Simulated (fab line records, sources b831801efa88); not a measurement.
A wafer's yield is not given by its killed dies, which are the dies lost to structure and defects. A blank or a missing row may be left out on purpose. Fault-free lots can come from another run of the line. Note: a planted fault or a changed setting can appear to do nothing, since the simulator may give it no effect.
A single fault, viewed from 2 desks || flow gf180mcu || each desk has only its own numbers; what lay behind them comes last

## AT THE TOOL OWNER'S DESK: implanter-02
GF_NSD_IMPLANT_10, tool's own readings: per-lot mean of the sampled wafers with a number, covering each lot this tool ran. If a lot's mean is further than 4 standard deviations from the usual mean, the lot is out of limits and carries the mark OUT (the distance appears in the brackets).
Columns: A = dose ions cm2 at GF_NSD_IMPLANT_10, usual 5.001e+14; B = end station pressure torr at GF_NSD_IMPLANT_10, usual 7.3e-06 Torr; C = faraday current uA at GF_NSD_IMPLANT_10, usual 2799
{"lot": "L600", "first seen here": "day 14 14:07", "A": 5.001e+14, "B": 7.1e-06, "C": 2785}
{"lot": "L607", "first seen here": "day 16 19:19", "A": "8.260e+14 (+99 or more) OUT", "B": "8.8e-06 (+4.1) OUT", "C": "4491 (+31) OUT"}
{"lot": "L608", "first seen here": "day 17 05:19", "A": "8.263e+14 (+99 or more) OUT", "B": 8.5e-06, "C": "4579 (+33) OUT"}
{"lot": "L615", "first seen here": "day 19 17:13", "A": 5.003e+14, "B": 6.8e-06, "C": 2789}
{"lot": "L617", "first seen here": "day 20 05:14", "A": 5.004e+14, "B": 7.5e-06, "C": 2749}
This desk's finding: out of limits on L607, L608; first on L607, day 16 19:19 (dose ions cm2 at GF_NSD_IMPLANT_10). In limits: L600, L615, L617.

## METROLOGY DESK
What the gauges read for every lot (on any tool): the sampled wafers with a number, averaged. If a lot's mean is further than 4 standard deviations from the usual mean, the lot is out of limits and carries the mark OUT (the distance appears in the brackets).
Columns: A = NWELL_TW at GF_NWELL_TW_MEAS_11, usual 1566; B = NSD_RS at GF_PSD_RS_MEAS_14, usual 46.20 ohm/sq; C = SALICIDE_TIN_RS at GF_SALICIDE_RS_MEAS_04, usual 16.4 ohm/sq
{"lot": "L598", "first seen here": "day 3 12:15", "A": 1551, "B": 46.16, "C": 16.1}
{"lot": "L599", "first seen here": "day 3 18:22", "A": 1555, "B": 46.22, "C": 16.0}
{"lot": "L600", "first seen here": "day 4 00:16", "A": 1553, "B": 46.21, "C": 16.7}
{"lot": "L607", "first seen here": "day 5 13:45", "A": 1581, "B": "42.56 (-37) OUT", "C": 16.8}
{"lot": "L608", "first seen here": "day 5 20:54", "A": 1563, "B": "42.64 (-36) OUT", "C": 16.2}
{"lot": "L612", "first seen here": "day 6 19:36", "A": 1580, "B": 46.15, "C": 16.5}
{"lot": "L613", "first seen here": "day 6 23:08", "A": 1553, "B": 46.32, "C": 16.7}
{"lot": "L615", "first seen here": "day 7 10:43", "A": 1562, "B": 46.09, "C": 15.9}
{"lot": "L616", "first seen here": "day 7 15:53", "A": 1563, "B": 46.28, "C": 16.0}
{"lot": "L617", "first seen here": "day 7 21:12", "A": 1580, "B": 46.13, "C": 16.5}
{"lot": "L618", "first seen here": "day 8 04:10", "A": 1559, "B": 46.28, "C": 16.7}
{"lot": "L620", "first seen here": "day 8 15:09", "A": 1572, "B": 46.25, "C": 16.5}
This desk finds L607, L608 out of limits, with the earliest case on L607 at day 17 19:19 (NSD_RS at GF_PSD_RS_MEAS_14). In limits: L598, L599, L600, L612, L613, L615, L616, L617, L618, L620.

## ALL TOGETHER
At day 16 19:19, on L607, L608, the tool owner's desk was in a position to raise an alarm.
L607, L608 would have let the metrology desk raise an alarm at day 17 19:19.
On implanter-02, each named lot ran GF_NSD_IMPLANT_10.

## WHAT THE SIMULATOR HAD INSERTED
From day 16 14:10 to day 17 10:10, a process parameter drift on implanter-02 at GF_NSD_IMPLANT_10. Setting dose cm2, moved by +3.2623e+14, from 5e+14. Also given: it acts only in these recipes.
Struck lots among those shown: L607, L608.
Counting hours from when the fault started, the first reading out of limits came at 5 for the tool owner's desk and at 29 for the metrology desk.
